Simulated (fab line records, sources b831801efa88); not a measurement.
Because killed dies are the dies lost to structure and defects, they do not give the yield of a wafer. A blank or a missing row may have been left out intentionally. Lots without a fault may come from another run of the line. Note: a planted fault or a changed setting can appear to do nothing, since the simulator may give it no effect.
Split-lot experiment -- flow sky130 -- 5 lots, 23 wafers read, on a route of 708 steps

## SPLIT DETAILS
At SKY_VIA1_COAT_07 (resist thk 450 nm), the setting spin-rpm was moved away from the recipe's 3000 rpm on 8 of the 23 wafers read, by -5.7% to -4.7%. The other wafers ran this setting at the recipe's value.

## FROM THE SPLIT TO THE READING: what the file shows between them, 3 steps
- SKY_VIA1_SOFTBAKE_08: time 90 s
- SKY_VIA1_EXPOSE_09: exposes mask VIM, target cd 150 nm
- SKY_VIA1_ETCH_14: etches BARC in N2/H2, stops on SiO2, time 45.9 s, target depth 60 nm

## THE READING
KrF-thick_of_VIA1_COAT_07.thk-nm (the simulator's own value, which no gauge read), in nm, at SKY_VIA1_ETCH_15 (etches SiO2 in C4F8/O2/Ar, stops on TiN, target depth 351 nm, time 54 s). The file does not state a usual value for it. Across the 15 wafers here that went through the recipe, the average is 319.8 nm and the standard deviation 2.4 nm.

wafer,"tool, chamber at the split","spin-rpm as run, rpm",against the recipe,"KrF-thick_of_VIA1_COAT_07.thk-nm, nm",against lot-mates on the recipe
L074.1,"litho-track-02, 0",2860,-4.7%,335.6,+16.6
L074.3,"litho-track-02, 0",2860,-4.7%,331.7,+12.6
L074.4,"litho-track-02, 0",3000,recipe,321.5,-
L074.5,"litho-track-02, 0",3000,recipe,316.6,-
L074.6,"litho-track-02, 0",2860,-4.7%,335.1,+16.1
L079.4,"litho-track-01, 0",3000,recipe,315.8,-
L079.5,"litho-track-01, 0",3000,recipe,320.6,-
L079.6,"litho-track-01, 0",3000,recipe,314.7,-
L082.1,"litho-track-02, 0",3000,recipe,323.2,-
L082.2,"litho-track-02, 0",3000,recipe,321,-
L082.4,"litho-track-02, 0",3000,recipe,318.3,-
L082.5,"litho-track-02, 0",3000,recipe,320.6,-
L082.6,"litho-track-02, 0",3000,recipe,321.2,-
L083.1,"litho-track-01, 0",2838,-5.4%,329.9,+8.8
L083.2,"litho-track-01, 0",3000,recipe,323,-
L083.3,"litho-track-01, 0",3000,recipe,319.1,-
L083.4,"litho-track-01, 0",2838,-5.4%,334.3,+13.2
L083.5,"litho-track-01, 0",2838,-5.4%,332,+10.9
L084.1,"litho-track-02, 0",3000,recipe,321.6,-
L084.2,"litho-track-02, 0",2830,-5.7%,333.8,+13.5
L084.3,"litho-track-02, 0",3000,recipe,318.9,-
L084.5,"litho-track-02, 0",2830,-5.7%,334.4,+14.1
L084.6,"litho-track-02, 0",3000,recipe,320.4,-

FIT RESULTS
A straight line over all 23 wafers: KrF-thick_of_VIA1_COAT_07.thk-nm changes by -2.58 nm for each +1% of spin-rpm; r = -0.94; the points scatter about the line by 2.5 nm.
The same after taking each lot's own level away (the mean of its wafers on the recipe; 23 wafers): -2.5 nm for each +1%; r = -0.93; scatter 2.5 nm.
According to that fit, moving spin-rpm by its largest amount changes the reading by 14 nm.
Across the lots, their own levels run from 317.03 to 321.05 nm, a range of 1.7 times the standard deviation given above.
The two slopes are in agreement: the lot-to-lot level therefore moves the slope only a little.
Check: +14.4 nm against its lot-mates is what the line predicts for one of the wafers moved furthest among these (-5.7%) when that wafer is left out of the fit. Against them it came out at +13.5 nm.

## THE WHOLE CHAIN: every reading that the file lists as answering this split, in the file's order
step,what it does,reading,change (the file's fit),r (the file's)
SKY_VIA1_COAT_07,resist thk 450 nm,"KrF-thick_of_VIA1_COAT_07.thk-nm (the simulator's own value, which no gauge read)",-2.35 nm for each +1% of the setting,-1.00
SKY_VIA1_ETCH_15,"etches SiO2 in C4F8/O2/Ar, stops on TiN, target depth 351 nm, time 54 s","KrF-thick_of_VIA1_COAT_07.thk-nm (the simulator's own value, which no gauge read)",-2.51 nm for each +1% of the setting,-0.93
SKY_VIA1_STRIP_16,strips in O2/N2,strip-time-to-endpoint-s,withheld for each +1% of the setting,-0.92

## THE FILE'S OWN FIT
KrF-thick_of_VIA1_COAT_07.thk-nm changes by -2.51 nm for each +1% of spin-rpm, r = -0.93.
